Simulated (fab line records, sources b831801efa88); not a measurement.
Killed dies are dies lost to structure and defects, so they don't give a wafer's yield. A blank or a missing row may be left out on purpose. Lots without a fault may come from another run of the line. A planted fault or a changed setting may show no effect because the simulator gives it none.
fab line records | flow gf180mcu
record lots=24 wafers=72 last_day=34
route steps=602 shown V1@338 V2@385 V3@431 V4@499
lots that met no fault: from a run of the same line without faults
start_h: hours from the record's first day to the start of the lot's first wafer shown | wait_h: hours since the lot's step before | " the same as in the row above | L1.1+2: a row that stands for several wafers | - no value, or no start given | * or withheld: withheld | < > ~ a bound
route shown NAME@n: a module of which the file shows steps, and the number in the route of the first | usual: mean/standard deviation of fault-free wafers | same: alike in all rows | chamber/n: place in a boat | sites: the reading at each site | _std_site: their standard deviation | _edge_site: outer sites' mean less inner sites' | radius_mm: how far each site lies from the wafer's centre | mask NAME#n: copy n | behind: the tool/chamber that last shaped the wafer | hold: why the lot was held/for how many hours/how that ended | device: the transistor (n, p or np) that didn't switch | end of line: the same wafers' tests at the end of the route | a step without rows: its recipe alone | killed: dies lost to structure and defects at the first sort, not the wafer's yield | map: a wafer's dies, x killed, . not, _ none there
set.NAME: the setting as run; set.NAME@STEP: as run at that earlier step | model.NAME: the simulator's own value behind a step, which no gauge read
steps of the route over a sample of lots; a table a step, a row a wafer
services: from which hour (start_h, from the record's first day; less than 0 if before it) a tool's chamber was out of use, for how many hours, and why
## steps
# step GF_V1_THK_MEAS_03
# recipe reads=SiO2_of_V1_CVD_02
# usual V1_CVD_02_THK=851/10
# columns lot.wafer tool chamber start_h wait_h V1_CVD_02_THK[nm]
L074.1 film_metro-04 - 384.12 0.0 863
L074.2 " - " " 857
L074.3 " - " " 871
L075.1 film_metro-01 - 392.21 0.0 838
L075.2 " - " " 848
L075.5 " - " " 858
L076.1 film_metro-01 - 407.08 0.0 839
L076.4 " - " " 859
L076.5 " - " " 858
L077.1 film_metro-03 - 412.85 0.0 853
L077.2 " - " " 849
L077.6 " - " " 857
L078.1 film_metro-01 - 425.24 0.0 842
L078.3 " - " " 845
L078.6 " - " " 850
L079.2 film_metro-03 - 433.65 0.0 841
L079.4 " - " " 842
L079.5 " - " " 843
L080.1 film_metro-04 - 445.01 0.0 853
L080.5 " - " " 861
L080.6 " - " " 867
L081.3 film_metro-04 - 458.40 0.1 844
L081.4 " - " " 855
L081.5 " - " " 858
L082.2 film_metro-01 - 458.71 0.0 839
L082.4 " - " " 864
L082.5 " - " " 867
L083.2 film_metro-03 - 475.63 0.0 851
L083.5 " - " " 871
L083.6 " - " " 860
L084.2 film_metro-04 - 484.29 0.0 847
L084.5 " - " " 870
L084.6 " - " " 855
L085.1 film_metro-03 - 485.57 0.0 844
L085.4 " - " " 863
L085.6 " - " " 847
L086.1 film_metro-01 - 495.15 0.0 837
L086.2 " - " " 846
L086.3 " - " " 847
L087.3 film_metro-03 - 502.73 0.1 843
L087.4 " - " " 852
L087.6 " - " " 850
L088.1 film_metro-03 - 516.38 0.0 855
L088.4 " - " " 859
L088.6 " - " " 862
L089.1 film_metro-04 - 521.67 0.0 844
L089.4 " - " " 847
L089.6 " - " " 860
L090.4 film_metro-04 - 537.81 0.0 859
L090.5 " - " " 854
L090.6 " - " " 858
L091.1 film_metro-03 - 539.83 0.0 844
L091.4 " - " " 845
L091.6 " - " " 855
L092.1 film_metro-01 - 545.34 0.0 852
L092.3 " - " " 850
L092.5 " - " " 860
L093.3 film_metro-03 - 555.15 0.1 862
L093.4 " - " " 850
L093.5 " - " " 860
L094.3 film_metro-04 - 564.34 0.1 834
L094.5 " - " " 835
L094.6 " - " " 847
L095.1 film_metro-04 - 573.40 0.0 835
L095.3 " - " " 847
L095.6 " - " " 853
L096.2 film_metro-03 - 574.83 0.1 843
L096.3 " - " " 858
L096.5 " - " " 861
L097.1 film_metro-04 - 580.82 0.0 849
L097.5 " - " " 872
L097.6 " - " " 863
# step GF_V1_OVL_MEAS_15
# usual V1_OVL=5/5.3
# columns lot.wafer tool chamber start_h wait_h V1_OVL[nm]
L074.1 overlay-01 - 407.90 0.1 -1
L074.2 " - " " 4
L074.3 " - " " 5
L075.1 overlay-02 - 416.45 0.1 -1
L075.2 " - " " 5
L075.5 " - " " 6
L076.1 overlay-01 - 430.99 0.1 18
L076.4 " - " " 12
L076.5 " - " " 16
L077.1 overlay-02 - 437.30 0.1 4
L077.2 " - " " 11
L077.6 " - " " 6
L078.1 overlay-01 - 450.35 0.1 -5
L078.3 " - " " -5
L078.6 " - " " -1
L079.2 overlay-02 - 458.44 0.1 -3
L079.4 " - " " 5
L079.5 " - " " -2
L080.1 overlay-01 - 469.74 0.1 11
L080.5 " - " " 14
L080.6 " - " " 9
L081.3 overlay-01 - 482.95 0.1 -4
L081.4 " - " " 9
L081.5 " - " " -1
L082.2 overlay-02 - 483.30 0.1 8
L082.4 " - " " 9
L082.5 " - " " 14
L083.2 overlay-01 - 500.19 0.1 -2
L083.5 " - " " 11
L083.6 " - " " 1
L084.2 overlay-02 - 508.69 0.1 5
L084.5 " - " " 2
L084.6 " - " " 2
L085.1 overlay-02 - 510.29 0.1 13
L085.4 " - " " 11
L085.6 " - " " 4
L086.1 overlay-01 - 519.04 0.1 11
L086.2 " - " " 11
L086.3 " - " " 4
L087.3 overlay-01 - 526.75 0.1 8
L087.4 " - " " 3
L087.6 " - " " 5
L088.1 overlay-01 - 539.49 0.1 3
L088.4 " - " " -1
L088.6 " - " " 0
L089.1 overlay-01 - 544.54 0.1 12
L089.4 " - " " 8
L089.6 " - " " 9
L090.4 overlay-02 - 559.86 0.1 13
L090.5 " - " " 4
L090.6 " - " " 7
L091.1 overlay-02 - 562.39 0.1 3
L091.4 " - " " -1
L091.6 " - " " 0
L092.1 overlay-01 - 567.49 0.1 -2
L092.3 " - " " 0
L092.5 " - " " 0
L093.3 overlay-01 - 577.30 0.1 1
L093.4 " - " " 8
L093.5 " - " " 3
L094.3 overlay-01 - 585.60 0.1 -1
L094.5 " - " " 7
L094.6 " - " " 4
L095.1 overlay-01 - 597.84 0.1 7
L095.3 " - " " 8
L095.6 " - " " 7
L096.2 overlay-01 - 599.40 0.1 6
L096.3 " - " " 7
L096.5 " - " " 4
L097.1 overlay-01 - 603.24 0.1 9
L097.5 " - " " 15
L097.6 " - " " 6
# step GF_V2_THK_MEAS_03
# recipe reads=SiO2_of_V2_CVD_02
# usual V2_CVD_02_THK=853/9.3
# columns lot.wafer tool chamber start_h wait_h V2_CVD_02_THK[nm]
L074.1 film_metro-04 - 434.26 0.0 856
L074.2 " - " " 848
L074.3 " - " " 857
L075.1 film_metro-04 - 443.33 0.0 843
L075.2 " - " " 844
L075.5 " - " " 853
L076.1 film_metro-04 - 457.66 0.0 840
L076.4 " - " " 857
L076.5 " - " " 853
L077.1 film_metro-02 - 464.41 0.0 849
L077.2 " - " " 848
L077.6 " - " " 860
L078.1 film_metro-02 - 477.40 0.0 854
L078.3 " - " " 839
L078.6 " - " " 848
L079.2 film_metro-04 - 484.88 0.0 842
L079.4 " - " " 857
L079.5 " - " " 845
L080.1 film_metro-03 - 495.78 0.0 847
L080.5 " - " " 861
L080.6 " - " " 866
L081.3 film_metro-03 - 508.66 0.1 856
L081.4 " - " " 861
L081.5 " - " " 868
L082.2 film_metro-04 - 508.93 0.0 859
L082.4 " - " " 864
L082.5 " - " " 866
L083.2 film_metro-04 - 526.03 0.0 845
L083.5 " - " " 866
L083.6 " - " " 878
L084.2 film_metro-04 - 534.20 0.0 847
L084.5 " - " " 871
L084.6 " - " " 863
L085.1 film_metro-04 - 535.52 0.0 846
L085.4 " - " " 852
L085.6 " - " " 859
L086.1 film_metro-04 - 544.25 0.0 849
L086.2 " - " " 841
L086.3 " - " " 838
L087.3 film_metro-03 - 551.09 0.1 852
L087.4 " - " " 860
L087.6 " - " " 849
L088.1 film_metro-04 - 563.70 0.0 844
L088.4 " - " " 859
L088.6 " - " " 860
L089.1 film_metro-03 - 569.39 0.0 848
L089.4 " - " " 862
L089.6 " - " " 858
L090.4 film_metro-02 - 583.80 0.0 860
L090.5 " - " " 858
L090.6 " - " " 860
L091.1 film_metro-03 - 585.51 0.0 850
L091.4 " - " " 865
L091.6 " - " " 854
L092.1 film_metro-02 - 591.26 0.1 844
L092.3 " - " " 850
L092.5 " - " " 850
L093.3 film_metro-04 - 601.43 0.1 847
L093.4 " - " " 842
L093.5 " - " " 846
L094.3 film_metro-02 - 610.02 0.1 849
L094.5 " - " " 863
L094.6 " - " " 853
L095.1 film_metro-02 - 620.94 0.1 847
L095.3 " - " " 859
L095.6 " - " " 864
L096.2 film_metro-04 - 623.10 0.1 836
L096.3 " - " " 851
L096.5 " - " " 848
L097.1 film_metro-02 - 626.08 0.1 845
L097.5 " - " " 869
L097.6 " - " " 867
# step GF_V3_CVD_02
# recipe material=SiO2 target_thk_nm=850 precursor=TEOS temp_c=400 time_s=94.851 rf_w=600
# usual heater_power_w=670/110
# columns lot.wafer tool chamber start_h wait_h heater_power_w
L074.1 pecvd-04 0 485.15 0.1 602
L074.2 " 1 " " 684
L074.3 " 2 " " 633
L075.1 pecvd-01 1 494.08 0.1 533
L075.2 " 2 " " 764
L075.5 " 2 " " 780
L076.1 pecvd-03 1 507.62 0.1 891
L076.4 " 0 " " 914
L076.5 " 1 " " 730
L077.1 pecvd-04 2 515.43 0.1 548
L077.2 " 0 " " 606
L077.6 " 0 " " 651
L078.1 pecvd-03 1 528.08 0.1 912
L078.3 " 0 " " 920
L078.6 " 0 " " 749
L079.2 pecvd-01 1 534.88 0.0 545
L079.4 " 1 " " 576
L079.5 " 2 " " 803
L080.1 pecvd-03 0 544.50 0.1 860
L080.5 " 2 " " 696
L080.6 " 0 " " 906
L081.3 pecvd-04 1 556.71 0.1 628
L081.4 " 0 " " 632
L081.5 " 1 " " 658
L082.2 pecvd-03 0 557.22 0.0 808
L082.4 " 0 " " 871
L082.5 " 1 " " 834
L083.2 pecvd-03 1 573.95 0.0 754
L083.5 " 0 " " 733
L083.6 " 2 " " 647
L084.2 pecvd-03 0 581.53 0.0 900
L084.5 " 2 " " 567
L084.6 " 1 " " 866
L085.1 pecvd-01 1 583.39 0.1 499
L085.4 " 0 " " 583
L085.6 " 1 " " 560
L086.1 pecvd-04 2 590.78 0.1 546
L086.2 " 0 " " 576
L086.3 " 1 " " 684
L087.3 pecvd-04 1 600.32 0.0 672
L087.4 " 1 " " 704
L087.6 " 2 " " 644
L088.1 pecvd-01 1 608.89 0.1 546
L088.4 " 0 " " 651
L088.6 " 0 " " 695
L089.1 pecvd-01 0 614.84 0.1 724
L089.4 " 0 " " 573
L089.6 " 1 " " 508
L090.4 pecvd-04 1 629.23 0.1 665
L090.5 " 2 " " 623
L090.6 " 0 " " 579
L091.1 pecvd-04 2 630.81 0.1 659
L091.4 " 1 " " 688
L091.6 " 0 " " 599
L092.1 pecvd-03 1 635.71 0.1 806
L092.3 " 2 " " 564
L092.5 " 1 " " 860
L093.3 pecvd-04 2 645.27 0.0 614
L093.4 " 1 " " 664
L093.5 " 2 " " 650
L094.3 pecvd-04 1 652.72 0.0 643
L094.5 " 0 " " 597
L094.6 " 2 " " 617
L095.1 pecvd-03 2 662.76 0.1 663
L095.3 " 0 " " 833
L095.6 " 1 " " 877
L096.2 pecvd-01 0 666.32 0.0 666
L096.3 " 1 " " 546
L096.5 " 0 " " 562
L097.1 pecvd-04 2 667.72 0.1 576
L097.5 " 2 " " 618
L097.6 " 1 " " 683
# step GF_V3_ETCH_16
# recipe chemistry=N2/H2 target_depth_a=withheld overetch_a=withheld time_s=withheld target=BARC ion_energy_ev=195 source_w=500 bias_w=100 pressure_mtorr=30 n2_flow_sccm=100 h2_flow_sccm=200
# usual drypump_motor_current_A=5.6/0.49 oes_product_au=0.854/0.0048 throttle_valve_pct=13.224/0.009
# columns lot.wafer tool chamber start_h wait_h drypump_motor_current_A oes_product_au throttle_valve_pct
L074.1 rie_diel-01 0 509.43 0.0 5.4 0.857 13.217
L074.2 " 3 " " 6.0 0.846 13.228
L074.3 " 1 " " 5.1 0.858 13.223
L075.1 rie_diel-01 1 518.28 0.0 5.2 0.862 13.217
L075.2 " 3 " " 6.0 0.863 13.214
L075.5 " 3 " " 6.0 0.856 13.220
L076.1 rie_diel-02 3 531.37 0.0 5.3 0.852 13.220
L076.4 " 0 " " 5.8 0.851 13.231
L076.5 " 0 " " 5.8 0.851 13.238
L077.1 rie_diel-01 1 539.10 0.0 5.2 0.849 13.225
L077.2 " 2 " " 5.8 0.846 13.227
L077.6 " 2 " " 5.9 0.854 13.224
L078.1 rie_diel-01 3 550.82 0.0 6.0 0.861 13.216
L078.3 " 1 " " 5.2 0.861 13.206
L078.6 " 0 " " 5.4 0.852 13.208
L079.2 rie_diel-04 1 558.02 0.0 4.7 0.856 13.224
L079.4 " 2 " " 6.6 0.852 13.240
L079.5 " 3 " " 5.3 0.858 13.233
L080.1 rie_diel-04 2 567.17 0.0 6.6 0.848 13.225
L080.5 " 2 " " 6.6 0.852 13.226
L080.6 " 1 " " 4.7 0.864 13.213
L081.3 rie_diel-04 1 578.76 0.0 4.7 0.866 13.234
L081.4 " 0 " " 5.3 0.852 13.216
L081.5 " 3 " " 5.3 0.859 13.211
L082.2 rie_diel-01 2 579.13 0.0 5.9 0.849 13.229
L082.4 " 3 " " 6.0 0.856 13.236
L082.5 " 2 " " 5.8 0.849 13.231
L083.2 rie_diel-01 0 598.23 0.0 5.4 0.856 13.226
L083.5 " 3 " " 6.0 0.853 13.235
L083.6 " 2 " " 5.9 0.852 13.214
L084.2 rie_diel-01 3 603.88 0.0 6.0 0.854 13.247
L084.5 " 0 " " 5.4 0.848 13.225
L084.6 " 1 " " 5.2 0.850 13.225
L085.1 rie_diel-01 0 605.43 0.0 5.4 0.855 13.227
L085.4 " 2 " " 5.9 0.848 13.239
L085.6 " 3 " " 6.0 0.856 13.221
L086.1 rie_diel-02 0 612.33 0.0 5.8 0.855 13.220
L086.2 " 3 " " 5.3 0.854 13.236
L086.3 " 1 " " 6.2 0.854 13.231
L087.3 rie_diel-01 0 621.33 0.0 5.4 0.852 13.239
L087.4 " 2 " " 5.8 0.858 13.236
L087.6 " 1 " " 5.2 0.856 13.240
L088.1 rie_diel-04 3 629.38 0.0 5.3 0.865 13.226
L088.4 " 3 " " 5.3 0.854 13.220
L088.6 " 0 " " 5.3 0.854 13.226
L089.1 rie_diel-04 1 635.23 0.0 4.7 0.853 13.216
L089.4 " 1 " " 4.7 0.854 13.210
L089.6 " 3 " " 5.3 0.858 13.210
L090.4 rie_diel-02 0 649.77 0.0 5.8 0.859 13.236
L090.5 " 1 " " 6.2 0.854 13.235
L090.6 " 2 " " 5.9 0.855 13.228
L091.1 rie_diel-01 2 651.58 0.0 5.9 0.856 13.233
L091.4 " 0 " " 5.4 0.862 13.227
L091.6 " 3 " " 6.0 0.855 13.219
L092.1 rie_diel-02 0 657.03 0.0 5.8 0.855 13.218
L092.3 " 3 " " 5.3 0.853 13.231
L092.5 " 3 " " 5.3 0.851 13.233
L093.3 rie_diel-04 3 665.57 0.0 5.3 0.860 13.241
L093.4 " 0 " " 5.3 0.853 13.231
L093.5 " 2 " " 6.6 0.851 13.217
L094.3 rie_diel-01 3 671.98 0.0 6.0 0.859 13.235
L094.5 " 3 " " 6.0 0.850 13.211
L094.6 " 2 " " 5.9 0.854 13.216
L095.1 rie_diel-04 1 682.23 0.0 4.7 0.847 13.221
L095.3 " 3 " " 5.3 0.859 13.212
L095.6 " 0 " " 5.3 0.855 13.210
L096.2 rie_diel-01 2 685.73 0.0 5.9 0.854 13.236
L096.3 " 0 " " 5.4 0.847 13.211
L096.5 " 3 " " 6.0 0.845 13.215
L097.1 rie_diel-04 0 687.38 0.0 5.3 0.851 13.218
L097.5 " 2 " " 6.6 0.852 13.216
L097.6 " 1 " " 4.7 0.847 13.209
# step GF_V4_CVD_23
# recipe material=W target_thk_nm=350 time_s=104.9 temp_c=400 pressure_torr=40
# usual heater_power_w=970/57
# columns lot.wafer tool chamber start_h wait_h heater_power_w
L074.1 cvd_w-02 0 558.55 0.0 1053
L074.2 " 1 " " 961
L074.3 " 0 " " 1049
L075.1 cvd_w-01 1 566.44 0.0 883
L075.2 " 0 " " 968
L075.5 " 1 " " 896
L076.1 cvd_w-02 0 579.27 0.0 1078
L076.4 " 0 " " 1024
L076.5 " 1 " " 953
L077.1 cvd_w-01 0 585.17 0.0 943
L077.2 " 1 " " 905
L077.6 " 0 " " 987
L078.1 cvd_w-01 1 599.65 0.0 893
L078.3 " 1 " " 942
L078.6 " 1 " " 900
L079.2 cvd_w-02 1 605.12 0.0 968
L079.4 " 0 " " 1055
L079.5 " 1 " " 963
L080.1 cvd_w-02 1 613.58 0.0 982
L080.5 " 0 " " 1034
L080.6 " 1 " " 974
L082.2 cvd_w-01 1 625.09 0.0 882
L082.4 " 0 " " 992
L082.5 " 1 " " 916
L081.3 cvd_w-01 0 625.43 0.1 956
L081.4 " 1 " " 897
L081.5 " 1 " " 873
L083.2 cvd_w-01 0 641.71 0.0 985
L083.5 " 0 " " 962
L083.6 " 1 " " 906
L084.2 cvd_w-02 0 649.76 0.0 1057
L084.5 " 1 " " 971
L084.6 " 0 " " 1066
L085.1 cvd_w-02 1 650.69 0.0 961
L085.4 " 0 " " 1046
L085.6 " 1 " " 953
L086.1 cvd_w-01 1 655.46 0.0 918
L086.2 " 0 " " 967
L086.3 " 1 " " 905
L087.3 cvd_w-01 1 664.64 0.1 900
L087.4 " 0 " " 986
L087.6 " 1 " " 908
L088.1 cvd_w-01 0 671.84 0.0 1004
L088.4 " 0 " " 985
L088.6 " 1 " " 901
L089.1 cvd_w-01 0 678.90 0.0 990
L089.4 " 1 " " 918
L089.6 " 1 " " 899
L090.4 cvd_w-01 1 691.31 0.1 922
L090.5 " 0 " " 943
L090.6 " 1 " " 897
L091.1 cvd_w-02 0 693.31 0.0 1055
L091.4 " 0 " " 1060
L091.6 " 0 " " 1073
L092.1 cvd_w-01 0 699.41 0.0 990
L092.3 " 1 " " 887
L092.5 " 0 " " 996
L093.3 cvd_w-02 0 706.81 0.1 1068
L093.4 " 0 " " 1067
L093.5 " 0 " " 1013
L094.3 cvd_w-01 0 713.07 0.1 977
L094.5 " 0 " " 976
L094.6 " 0 " " 987
L095.1 cvd_w-02 1 723.74 0.0 953
L095.3 " 0 " " 1043
L095.6 " 0 " " 1060
L096.2 cvd_w-01 1 726.12 0.0 898
L096.3 " 1 " " 934
L096.5 " 1 " " 905
L097.1 cvd_w-02 1 727.83 0.0 954
L097.5 " 0 " " 1048
L097.6 " 1 " " 938
## services
# columns tool chamber start_h hours kind
rie_diel-01 0 462.13 12.3 repair
cvd_w-02 1 467.09 3.0 repair
rie_diel-01 - 478.57 2.8 pm
rie_diel-04 1 482.65 1.8 repair
pecvd-04 - 493.31 2.8 pm
pecvd-04 - 496.75 1.3 repair
rie_diel-01 2 507.39 8.4 repair
pecvd-04 2 552.82 21.9 repair
rie_diel-04 1 571.97 4.5 repair
pecvd-03 - 591.12 14.0 pm
cvd_w-01 0 595.86 4.1 repair
rie_diel-01 - 598.75 0.5 repair
rie_diel-04 0 606.60 4.0 repair
pecvd-04 0 614.32 12.6 repair
pecvd-04 - 618.50 1.5 repair
cvd_w-02 - 624.93 1.0 repair
rie_diel-04 2 627.48 14.0 repair
rie_diel-01 3 640.09 5.3 repair
rie_diel-01 1 643.30 2.7 repair
pecvd-04 - 661.39 1.1 repair
cvd_w-02 1 697.55 13.4 repair
rie_diel-01 2 706.43 21.5 repair
cvd_w-02 0 707.24 2.5 repair
cvd_w-01 1 712.56 13.2 repair
## key
fault none
